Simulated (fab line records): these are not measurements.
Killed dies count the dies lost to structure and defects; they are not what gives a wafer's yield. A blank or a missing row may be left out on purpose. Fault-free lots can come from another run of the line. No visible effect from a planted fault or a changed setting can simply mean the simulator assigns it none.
Which tool did it? ; flow sky130 ; at 1 step of a route of 708, 6 lots with 18 wafers sampled

WHAT THE GAUGES SHOWED, per wafer
SKY_METAL1_THK_MEAS_06: measures by xrf.
lot;measured;on;METAL1_ALCU_THK (nm)
L762;day 31 09:43;film_metro-04;233 237 241
L765;day 32 19:43;film_metro-04;245 249 246
L773;day 35 20:40;film_metro-03;236 240 239
L779;day 38 15:28;film_metro-04;243 245 244
L782;day 38 15:58;film_metro-01;239 243 240
L784;day 38 18:10;film_metro-01;237 239 238

WHICH TOOL RAN EACH LOT (tool, then ch and the chambers of the sampled wafers, then the start)
No process step before these readings appears in the record.

THE ANSWER, worked out from the rows above alone
Rule: usual is defined by the lots themselves. Put in order of their means at a reading, lots are off if they are a third of the lots or fewer, leave a main group of 4 or more, and stand apart from it by a gap of 3 or more times the standard deviation of the main group's means; of several such gaps the widest counts. Not used: any main group whose means are identical at the precision the tables above print for the reading. Also off: a lot with no number at a reading for which 4 or more lots have one. All remaining lots with rows at the step are treated as sound.
No lot is off on any of the readings shown, so nothing can be concluded from this.

WHAT THE SIMULATOR HAD PUT IN
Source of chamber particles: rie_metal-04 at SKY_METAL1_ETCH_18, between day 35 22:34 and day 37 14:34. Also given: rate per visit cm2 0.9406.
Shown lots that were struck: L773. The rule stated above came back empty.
